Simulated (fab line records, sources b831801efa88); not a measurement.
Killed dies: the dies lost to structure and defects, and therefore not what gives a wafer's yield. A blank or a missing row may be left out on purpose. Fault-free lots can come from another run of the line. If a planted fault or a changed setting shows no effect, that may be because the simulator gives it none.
The tool behind it: which one?	flow gf180mcu	Sampling: 11 lots, 33 wafers, 6 of 602 route steps

== WHAT EACH GAUGE READ, for each wafer ==
GF_V2_RS_MEAS_24: measurement is done with a four-point probe. Usual: V2_W_RS 0.326 ohm/sq, standard deviation 0.0049.
lot	measured	on	V2_W_RS (ohm/sq)	flag
L387	day 20 16:31	filmMetro-03	0.325 0.326 0.325	
L389	day 21 08:53	filmMetro-03	0.328 0.330 0.330	
L390	day 21 19:57	filmMetro-02	0.323 0.325 0.319	
L392	day 22 02:01	filmMetro-02	0.324 0.325 0.327	
L395	day 23 08:17	filmMetro-04	0.325 0.339 0.341	
L396	day 23 14:19	filmMetro-02	0.326 0.332 0.323	
L400	day 25 03:40	filmMetro-02	0.323 0.581 0.319	OFF
L407	day 27 02:50	filmMetro-02	0.330 0.326 0.323	
L408	day 27 13:49	filmMetro-03	0.331 0.331 0.334	
L409	day 27 16:08	filmMetro-02	0.335 0.326 0.330	
L410	day 27 23:03	filmMetro-04	0.328 0.318 0.326	

GF_V2_THK_MEAS_25: measures by xrf. Usual: V2_W_THK 360 nm, standard deviation 7.5.
lot	measured	on	V2_W_THK (nm)	flag
L387	day 20 16:38	filmMetro-03	372 370 369	
L389	day 21 08:58	filmMetro-03	367 363 361	
L390	day 21 20:04	filmMetro-02	364 360 368	
L392	day 22 02:08	filmMetro-02	364 360 360	
L395	day 23 08:23	filmMetro-04	356 341 341	
L396	day 23 14:25	filmMetro-02	357 350 358	
L400	day 25 03:47	filmMetro-02	361 201 365	OFF
L407	day 27 02:57	filmMetro-02	352 357 361	
L408	day 27 13:56	filmMetro-03	362 365 359	
L409	day 27 16:16	filmMetro-02	347 355 350	
L410	day 27 23:09	filmMetro-04	357 368 358	

GF_V4_BOW_MEAS_05. Usual: V4_BOW 134 um, standard deviation 8.9.
lot	measured	on	V4_BOW (um)	flag
L387	day 23 20:02	filmMetro-02	133 142 153	
L389	day 24 09:47	filmMetro-02	134 134 130	
L390	day 24 20:31	filmMetro-03	125 126 141	
L392	day 25 02:11	filmMetro-03	131 128 139	
L395	day 26 05:15	filmMetro-04	126 137 132	
L396	day 26 11:51	filmMetro-02	124 137 115	
L400	day 28 00:05	filmMetro-02	148 120 131	
L407	day 29 19:35	filmMetro-03	146 140 149	
L408	day 30 05:28	filmMetro-04	134 145 145	
L409	day 30 07:34	filmMetro-02	143 126 134	
L410	day 30 13:44	filmMetro-03	140 142 146	

== WHAT TOOL EACH LOT RAN ON (gives the tool, then ch and the chambers of the sampled wafers, and finally the start) ==
lot	GF_V2_CVD_23	GF_V2_CMP_26	GF_V4_CMP_04
L387	cvdW-01 ch 0,1, day 20 16:24	cmp-02 ch 0,3, day 20 16:44	cmp-02 ch 1,2, day 23 19:47
L389	cvdW-01 ch 0,1, day 21 08:45	cmp-02 ch 0,1,2, day 21 09:09	cmp-02 ch 0,1,2, day 24 09:31
L390	cvdW-01 ch 0,1, day 21 19:49	cmp-02 ch 0,1,3, day 21 20:10	cmp-02 ch 0,2, day 24 20:11
L392	cvdW-01 ch 0,1, day 22 01:54	cmp-01 ch 1,2,3, day 22 02:12	cmp-02 ch 0,2,3, day 25 01:53
L395	cvdW-02 ch 0,1, day 23 08:09	cmp-01 ch 0,1, day 23 08:26	cmp-01 ch 1,2, day 26 04:56
L396	cvdW-01 ch 0,1, day 23 14:10	cmp-01 ch 0,1,3, day 23 14:29	cmp-02 ch 0,1,2, day 26 11:35
L400	cvdW-01 ch 0,1, day 25 03:34	cmp-02 ch 0,2,3, day 25 03:51	cmp-01 ch 1,2,3, day 27 23:47
L407	cvdW-02 ch 0,1, day 27 02:43	cmp-01 ch 0,2,3, day 27 03:10	cmp-02 ch 0,1,3, day 29 19:20
L408	cvdW-02 ch 0, day 27 13:42	cmp-02 ch 1,2, day 27 13:59	cmp-02 ch 0,3, day 30 05:13
L409	cvdW-02 ch 0,1, day 27 16:01	cmp-02 ch 0,1,2, day 27 16:19	cmp-01 ch 1,2,3, day 30 07:16
L410	cvdW-02 ch 0,1, day 27 22:56	cmp-01 ch 1,2, day 27 23:11	cmp-01 ch 0,1,3, day 30 13:27
- GF_V2_CVD_23: deposits W, target thk 350 nm, time 104.94 s.
- GF_V2_CMP_26: polishes, stops on SiO2, t overpolish 15 s, target thk 0 nm.
- GF_V4_CMP_04: polishes SiO2.

== AS READ BY THE TOOLS THEMSELVES (means over the sampled wafers that have a number; for cases with no such wafer, the mark the record gives instead) ==
GF_V2_CVD_23. Usual: heaterPowerW 810 W, standard deviation 17; susceptorTempC 400.02 C, standard deviation 0.22.
lot	tool	heaterPowerW (W)	susceptorTempC (C)	flag
L387	cvdW-01	823	400.03	
L389	cvdW-01	812	400.28	
L390	cvdW-01	825	399.80	
L392	cvdW-01	827	399.82	
L395	cvdW-02	796	400.05	
L396	cvdW-01	810	400.09	
L400	cvdW-01	822	399.97	
L407	cvdW-02	800	400.05	
L408	cvdW-02	794	399.83	
L409	cvdW-02	796	400.31	
L410	cvdW-02	817	400.16	

GF_V2_CMP_26. Usual: motorCurrentA 11.5 A, standard deviation 1.1; retainingRingPressureFrac 1.000, standard deviation 0.0048; timeToEndpointS 87 s, standard deviation 4.7.
lot	tool	motorCurrentA (A)	retainingRingPressureFrac	timeToEndpointS (s)	flag
L387	cmp-02	12.1	0.999	90	
L389	cmp-02	12.1	1.002	87	
L390	cmp-02	12.7	0.999	88	
L392	cmp-01	11.2	0.995	84	
L395	cmp-01	10.3	1.000	79	
L396	cmp-01	10.6	1.003	84	
L400	cmp-02	11.4	0.999	78	
L407	cmp-01	11.0	0.997	86	
L408	cmp-02	11.1	0.999	86	
L409	cmp-02	12.1	0.998	89	
L410	cmp-01	11.4	0.994	90	

GF_V4_CMP_04. Usual: motorCurrentA 12.4 A, standard deviation 1.3; retainingRingPressureFrac 1.000, standard deviation 0.0051; timeToEndpointS 83 s, standard deviation 6.9.
lot	tool	motorCurrentA (A)	retainingRingPressureFrac	timeToEndpointS (s)	flag
L387	cmp-02	12.3	1.000	81	
L389	cmp-02	13.0	1.001	83	
L390	cmp-02	11.9	1.000	82	
L392	cmp-02	12.9	1.001	76	
L395	cmp-01	12.5	1.006	84	
L396	cmp-02	13.2	0.998	84	
L400	cmp-01	12.2	0.996	81	
L407	cmp-02	13.1	0.999	83	
L408	cmp-02	13.6	0.996	87	
L409	cmp-01	11.6	0.998	82	
L410	cmp-01	11.3	1.000	80	

== THE ANSWER, worked out from the rows above alone ==
Rule: take the mean of a lot's wafers that have a number; if it is more than 3 standard deviations from the usual mean, the lot is off. Also off: a lot with no number at a reading for which 4 or more lots have one. Any other lot the step has rows for is counted as sound. The gauges are gone through in route order, then the tools' own readings, and for those a lot's mean is taken as printed above. At the first step where some lot is off, the reading lying furthest off is the one used; lots without a number count as furthest.
Off: L400, at GF_V2_RS_MEAS_24 (V2_W_RS).
If a tool, at a process step before that reading, ran all the lots that are off and no sound lot after the first of them, it fits. Gauges at GF_V2_RS_MEAS_24: tried the same way as those tools. One fits: GF_V2_CVD_23 on cvdW-01. A fault onset in the window from L396 (day 23 14:10, its last sound lot) to L400 (day 25 03:34, its first lot off) fits.

== WHAT THE SIMULATOR HAD INSERTED ==
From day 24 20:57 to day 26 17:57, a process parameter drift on cvdW-01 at GF_V2_CVD_23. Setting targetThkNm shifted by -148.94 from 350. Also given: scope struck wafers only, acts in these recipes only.
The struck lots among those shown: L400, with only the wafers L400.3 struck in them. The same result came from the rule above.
